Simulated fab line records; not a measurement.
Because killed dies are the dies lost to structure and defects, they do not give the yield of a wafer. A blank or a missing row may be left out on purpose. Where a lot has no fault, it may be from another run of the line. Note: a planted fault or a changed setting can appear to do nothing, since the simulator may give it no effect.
fab line records -- flow gf180mcu
record lots=14, wafers=42, lastDay=34
route steps=602 shown STI@26 V3@445 M4@460 V4@477
lots untouched by any fault: they come from a run of this same line in which no faults occurred
startH: start of the lot's first displayed wafer, in hours after the record's first day -- waitH: hours since the lot's step before -- " unchanged from the row above -- L1.1+2: a single row standing in for several wafers -- - either no value or no given start -- * or withheld: withheld -- < > ~ a bound
route shown NAME@n: names a module that has steps shown in the file, with the first one's number in the route -- usual: mean and standard deviation over wafers with no fault -- same: alike in all rows -- chamber/n: place in a boat -- sites: the reading at each site -- _std_site: the values' standard deviation -- _edge_site: mean of outer sites minus mean of inner sites -- radiusMm: for every site, how far away it sits from the centre of the wafer -- mask NAME#n: copy n -- behind: the last tool/chamber to shape the wafer -- hold: what put the lot on hold/how long, in hours/how the hold closed -- device: which transistor (n, p or np) failed to switch -- end of line: tests run on the same wafers once the route is complete -- for a step that has no rows: nothing shown but its recipe -- killed: dies lost to structure and defects at the first sort, not the wafer's yield -- map: a wafer's dies, marking killed ones x, the rest . and places with no die _
set.NAME: the setting as run; set.NAME@STEP: as run at that earlier step -- model.NAME: the simulator's own value behind a step, which no gauge read
one table for each step of the route and one row for each wafer, over a sample of lots
services: the hour from which a tool's chamber was out of use, counted from the record's first day as startH (under 0 if before that day), plus the number of hours and why
## steps
# step GF_STI_CMP_25
# recipe stopOn=Si3N4, tOverpolishS=33, downForcePsi=4, platenRpm=60, targetThkNm=524.6, padVelocityMS=0.94248
# usual motorCurrentA=11.8/0.97, overpolishRunS=33.000/0.0087, slurryFlowMlMin=149.9/0.45, tOverpolishS=33/0, timeToEndpointS=121/3.4
lot.wafer,tool,chamber,startH,waitH,motorCurrentA,overpolishRunS,slurryFlowMlMin,tOverpolishS,timeToEndpointS
L989.4,cmp-01,0,28.53,0.0,10.9,33.012,150.8,33,117
L989.2,cmp-01,1,28.53,0.0,11.1,32.977,150.0,33,122
L989.5,cmp-01,0,28.53,0.0,10.0,32.997,150.2,33,119
L990.1,cmp-01,1,33.69,0.1,11.5,32.991,149.7,33,119
L990.2,cmp-01,2,33.69,0.1,11.6,33.012,149.9,33,123
L990.6,cmp-01,1,33.69,0.1,11.6,33.011,149.9,33,122
L991.4,cmp-02,3,38.25,0.1,10.7,33.002,149.6,33,119
L991.3,cmp-02,0,38.25,0.1,11.8,33.020,149.8,33,119
L991.5,cmp-02,3,38.25,0.1,11.1,32.996,149.7,33,119
L992.4,cmp-01,2,43.12,0.1,12.2,32.997,150.1,33,127
L992.3,cmp-01,0,43.12,0.1,11.1,33.002,149.2,33,121
L992.6,cmp-01,2,43.12,0.1,12.1,32.992,149.9,33,123
L993.3,cmp-01,0,48.44,0.1,10.7,33.002,149.7,33,118
L993.2,cmp-01,2,48.44,0.1,12.2,33.004,149.3,33,124
L993.6,cmp-01,0,48.44,0.1,10.8,32.996,150.8,33,121
L994.3,cmp-02,1,53.86,0.1,11.6,32.998,150.4,33,118
L994.6,cmp-02,3,53.86,0.1,10.7,33.004,149.6,33,118
L994.5,cmp-02,0,53.86,0.1,12.1,33.001,149.2,33,117
L995.2,cmp-02,1,58.86,0.1,11.1,33.002,149.6,33,124
L995.3,cmp-02,2,58.86,0.1,14.7,32.987,149.8,33,127
L995.1,cmp-02,3,58.86,0.1,11.3,33.002,149.7,33,124
L996.1,cmp-02,1,62.93,0.1,12.1,33.000,149.9,33,115
L996.3,cmp-02,2,62.93,0.1,13.5,32.989,149.3,33,119
L996.6,cmp-02,3,62.93,0.1,11.4,32.996,150.7,33,117
L102.3,cmp-01,1,94.80,0.1,11.8,33.012,149.9,33,125
L102.1,cmp-01,2,94.80,0.1,12.4,38.529,150.9,38.528,124
L102.6,cmp-01,0,94.80,0.1,10.1,33.007,150.7,33,123
L103.2,cmp-01,2,98.01,0.0,12.6,38.527,149.4,38.528,114
L103.4,cmp-01,3,98.01,0.0,11.5,32.997,149.0,33,115
L103.1,cmp-01,1,98.01,0.0,11.8,33.021,149.7,33,119
L105.3,cmp-01,0,110.64,0.0,10.7,33.007,150.2,33,115
L105.1,cmp-01,2,110.64,0.0,12.1,38.527,149.8,38.528,122
L105.6,cmp-01,0,110.64,0.0,10.5,33.014,149.9,33,117
L106.4,cmp-02,3,114.35,0.0,11.1,33.011,149.9,33,116
L106.1,cmp-02,1,114.35,0.0,12.1,33.008,150.2,33,119
L106.3,cmp-02,2,114.35,0.0,13.8,32.998,150.0,33,121
L108.3,cmp-02,3,126.75,0.1,10.5,33.008,150.0,33,126
L108.2,cmp-02,0,126.75,0.1,11.7,32.994,150.1,33,123
L108.1,cmp-02,1,126.75,0.1,13.1,33.002,149.5,33,119
L110.1,cmp-02,1,135.11,0.1,11.7,32.991,149.2,33,124
L110.2,cmp-02,0,135.11,0.1,12.1,32.994,150.7,33,122
L110.5,cmp-02,1,135.11,0.1,12.0,33.006,149.2,33,119
# step GF_V3_ETCH_16
# recipe chemistry=N2/H2, targetDepthA=withheld, overetchA=withheld, timeS=withheld, target=BARC, ionEnergyEv=200, sourceW=500, biasW=100, pressureMtorr=30, n2FlowSccm=100, h2FlowSccm=200
# usual drypumpMotorCurrentA=5.6/0.44, oesProductAu=0.856/0.0053, throttleValvePct=13.225/0.0086
lot.wafer,tool,chamber,startH,waitH,drypumpMotorCurrentA,oesProductAu,throttleValvePct
L989.2,rieDiel-03,1,509.59,0.0,5.5,0.848,13.229
L989.4,rieDiel-03,0,509.59,0.0,5.5,0.851,13.216
L989.5,rieDiel-03,2,509.59,0.0,5.4,0.854,13.227
L990.1,rieDiel-03,2,519.28,0.0,5.4,0.857,13.217
L990.2,rieDiel-03,0,519.28,0.0,5.5,0.850,13.219
L990.6,rieDiel-03,2,519.28,0.0,5.4,0.857,13.220
L991.3,rieDiel-03,0,529.17,0.0,5.5,0.861,13.218
L991.4,rieDiel-03,2,529.17,0.0,5.4,0.858,13.214
L991.5,rieDiel-03,0,529.17,0.0,5.5,0.849,13.220
L992.3,rieDiel-03,0,539.64,0.0,5.5,0.854,13.228
L992.4,rieDiel-03,2,539.64,0.0,5.5,0.860,13.217
L992.6,rieDiel-03,0,539.64,0.0,5.5,0.855,13.219
L993.2,rieDiel-04,3,543.33,0.0,5.7,0.855,13.219
L993.3,rieDiel-04,0,543.33,0.0,6.4,0.856,13.231
L993.6,rieDiel-04,2,543.33,0.0,6.6,0.855,13.221
L994.3,rieDiel-03,0,556.83,0.0,5.5,0.853,13.231
L994.5,rieDiel-03,3,556.83,0.0,4.9,0.864,13.215
L994.6,rieDiel-03,0,556.83,0.0,5.5,0.851,13.224
L995.1,rieDiel-03,1,566.39,0.0,5.5,0.856,13.225
L995.2,rieDiel-03,3,566.39,0.0,4.9,0.864,13.225
L995.3,rieDiel-03,2,566.39,0.0,5.4,0.859,13.231
L996.1,rieDiel-04,0,575.62,0.0,6.3,0.852,13.231
L996.3,rieDiel-04,1,575.62,0.0,5.7,0.852,13.233
L996.6,rieDiel-04,1,575.62,0.0,5.7,0.858,13.235
L102.1,rieDiel-01,0,620.77,0.0,5.7,0.862,13.225
L102.3,rieDiel-01,1,620.77,0.0,5.0,0.871,13.227
L102.6,rieDiel-01,1,620.77,0.0,5.0,0.860,13.219
L103.1,rieDiel-03,3,623.68,0.0,4.9,0.860,13.228
L103.2,rieDiel-03,1,623.68,0.0,5.5,0.861,13.228
L103.4,rieDiel-03,0,623.68,0.0,5.4,0.849,13.225
L105.1,rieDiel-03,3,649.84,0.0,4.9,0.848,13.225
L105.3,rieDiel-03,0,649.84,0.0,5.5,0.857,13.226
L105.6,rieDiel-03,0,649.84,0.0,5.5,0.860,13.235
L106.1,rieDiel-01,3,653.09,0.0,5.9,0.855,13.235
L106.3,rieDiel-01,0,653.09,0.0,5.7,0.848,13.221
L106.4,rieDiel-01,1,653.09,0.0,5.0,0.855,13.221
L108.1,rieDiel-03,1,664.37,0.0,5.5,0.852,13.232
L108.2,rieDiel-03,3,664.37,0.0,4.9,0.852,13.221
L108.3,rieDiel-03,2,664.37,0.0,5.4,0.854,13.217
L110.1,rieDiel-04,2,679.76,0.0,6.6,0.856,13.231
L110.2,rieDiel-04,3,679.76,0.0,5.7,0.844,13.235
L110.5,rieDiel-04,0,679.76,0.0,6.3,0.853,13.218
# step GF_M4_SPUTTER_04
# recipe material=TiN, targetThkNm=50, powerW=6500, timeS=41.7, chamberPressurePa=0.4
# usual throttleValvePct=29.6/1
lot.wafer,tool,chamber,startH,waitH,throttleValvePct
L989.2,pvdSputter-02,-,511.13,0.0,30.5
L989.4,pvdSputter-02,-,511.13,0.0,28.9
L989.5,pvdSputter-02,-,511.13,0.0,30.5
L990.1,pvdSputter-01,-,520.81,0.0,31.1
L990.2,pvdSputter-01,-,520.81,0.0,29.4
L990.6,pvdSputter-01,-,520.81,0.0,30.9
L991.3,pvdSputter-01,-,530.81,0.0,31.3
L991.4,pvdSputter-01,-,530.81,0.0,28.2
L991.5,pvdSputter-01,-,530.81,0.0,27.9
L992.3,pvdSputter-04,-,541.19,0.0,28.9
L992.4,pvdSputter-04,-,541.19,0.0,29.0
L992.6,pvdSputter-04,-,541.19,0.0,29.3
L993.2,pvdSputter-04,-,544.97,0.0,31.0
L993.3,pvdSputter-04,-,544.97,0.0,29.0
L993.6,pvdSputter-04,-,544.97,0.0,31.3
L994.3,pvdSputter-04,-,558.47,0.0,31.0
L994.5,pvdSputter-04,-,558.47,0.0,29.9
L994.6,pvdSputter-04,-,558.47,0.0,28.9
L995.1,pvdSputter-02,-,567.93,0.0,30.6
L995.2,pvdSputter-02,-,567.93,0.0,28.2
L995.3,pvdSputter-02,-,567.93,0.0,30.5
L996.1,pvdSputter-02,-,577.15,0.0,29.1
L996.3,pvdSputter-02,-,577.15,0.0,30.4
L996.6,pvdSputter-02,-,577.15,0.0,28.4
L102.1,pvdSputter-02,-,622.66,0.0,30.5
L102.3,pvdSputter-02,-,622.66,0.0,30.4
L102.6,pvdSputter-02,-,622.66,0.0,29.2
L103.1,pvdSputter-01,-,625.28,0.0,28.2
L103.2,pvdSputter-01,-,625.28,0.0,31.4
L103.4,pvdSputter-01,-,625.28,0.0,29.5
L105.1,pvdSputter-01,-,651.72,0.0,31.3
L105.3,pvdSputter-01,-,651.72,0.0,29.6
L105.6,pvdSputter-01,-,651.72,0.0,30.8
L106.1,pvdSputter-02,-,654.74,0.0,28.9
L106.3,pvdSputter-02,-,654.74,0.0,28.2
L106.4,pvdSputter-02,-,654.74,0.0,30.4
L108.1,pvdSputter-04,-,666.31,0.0,29.8
L108.2,pvdSputter-04,-,666.31,0.0,29.3
L108.3,pvdSputter-04,-,666.31,0.0,29.0
L110.1,pvdSputter-04,-,681.41,0.0,29.7
L110.2,pvdSputter-04,-,681.41,0.0,29.2
L110.5,pvdSputter-04,-,681.41,0.0,29.9
# step GF_V4_THK_MEAS_01
# recipe reads=SiO2_of_V4_CVD_00
# usual V4_CVD_00_THK=599/6.2
lot.wafer,tool,chamber,startH,waitH,V4_CVD_00_THK[nm]
L989.2,filmMetro-03,-,534.79,0.0,591
L989.4,filmMetro-03,-,534.79,0.0,591
L989.5,filmMetro-03,-,534.79,0.0,595
L990.1,filmMetro-01,-,544.57,0.0,593
L990.2,filmMetro-01,-,544.57,0.0,595
L990.6,filmMetro-01,-,544.57,0.0,598
L991.3,filmMetro-01,-,554.21,0.1,611
L991.4,filmMetro-01,-,554.21,0.1,602
L991.5,filmMetro-01,-,554.21,0.1,604
L992.3,filmMetro-01,-,564.15,0.1,590
L992.4,filmMetro-01,-,564.15,0.1,599
L992.6,filmMetro-01,-,564.15,0.1,588
L993.2,filmMetro-04,-,567.90,0.0,599
L993.3,filmMetro-04,-,567.90,0.0,596
L993.6,filmMetro-04,-,567.90,0.0,593
L994.3,filmMetro-04,-,580.41,0.1,592
L994.5,filmMetro-04,-,580.41,0.1,596
L994.6,filmMetro-04,-,580.41,0.1,592
L995.1,filmMetro-03,-,590.54,0.0,596
L995.2,filmMetro-03,-,590.54,0.0,594
L995.3,filmMetro-03,-,590.54,0.0,594
L996.1,filmMetro-04,-,598.62,0.0,602
L996.3,filmMetro-04,-,598.62,0.0,596
L996.6,filmMetro-04,-,598.62,0.0,608
L102.1,filmMetro-04,-,643.95,0.1,608
L102.3,filmMetro-04,-,643.95,0.1,604
L102.6,filmMetro-04,-,643.95,0.1,605
L103.1,filmMetro-04,-,646.01,0.0,604
L103.2,filmMetro-04,-,646.01,0.0,595
L103.4,filmMetro-04,-,646.01,0.0,590
L105.1,filmMetro-01,-,671.14,0.0,598
L105.3,filmMetro-01,-,671.14,0.0,591
L105.6,filmMetro-01,-,671.14,0.0,595
L106.1,filmMetro-04,-,675.13,0.0,611
L106.3,filmMetro-04,-,675.13,0.0,603
L106.4,filmMetro-04,-,675.13,0.0,604
L108.1,filmMetro-03,-,686.24,0.0,597
L108.2,filmMetro-03,-,686.24,0.0,589
L108.3,filmMetro-03,-,686.24,0.0,605
L110.1,filmMetro-04,-,700.40,0.1,594
L110.2,filmMetro-04,-,700.40,0.1,606
L110.5,filmMetro-04,-,700.40,0.1,599
## services
tool,chamber,startH,hours,kind
cmp-02,-,17.42,1.5,repair
cmp-01,-,20.74,1.3,repair
rieDiel-03,3,44.30,3.3,repair
cmp-01,-,56.54,4.7,pm
cmp-01,-,64.00,4.0,pm
cmp-01,-,74.58,3.7,repair
cmp-02,-,88.89,6.7,repair
cmp-01,-,95.61,1.9,repair
cmp-02,-,102.74,1.5,repair
cmp-02,-,121.06,0.8,repair
cmp-01,-,156.13,5.3,repair
rieDiel-03,0,163.09,13.9,repair
cmp-02,-,174.08,30.3,repair
cmp-02,-,204.35,3.0,pm
rieDiel-03,3,226.56,8.2,repair
rieDiel-03,-,229.40,2.8,pm
cmp-02,-,232.00,4.0,pm
cmp-01,-,248.39,2.5,repair
cmp-02,-,250.92,11.2,pm
rieDiel-03,3,319.56,3.9,repair
rieDiel-03,1,395.04,4.0,repair
rieDiel-03,-,446.40,5.5,repair
rieDiel-03,0,478.42,18.0,repair
rieDiel-03,0,536.02,3.0,repair
## key
firstSign step=GF_STI_CMP_25, reading=tOverpolishS, direction=up, sigmas=99+, usual=33, struck=38.528
effect step=GF_STI_CMP_25, reading=overpolishRunS, direction=up, sigmas=99+, usual=33.000, struck=38.528
metAt GF_STI_CMP_25
struckLots L102,L103,L105
struckWafers L102.1,L103.2,L105.1
testerLeftOut L102,L103,L105
notActingAt GF_V3_ETCH_16,GF_M4_SPUTTER_04,GF_V4_THK_MEAS_01
onsetBetween 48.44 94.80
fault kind=processParameterDrift, tool=cmp-01, chamber=2, onsetH=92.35, steps=GF_STI_CMP_25, channel=tOverpolishS, offset=5.5275, shape=step, endH=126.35, actsIn=theseRecipesOnly, stated=33
# testerLeftOut: of these lots the tester's yield and bins aren't shown, on N5 and GAA mostly nor the transistor test; their killed dies are dies lost to structure and defects alone, not to doping, threshold or leakage, so they don't give the yield
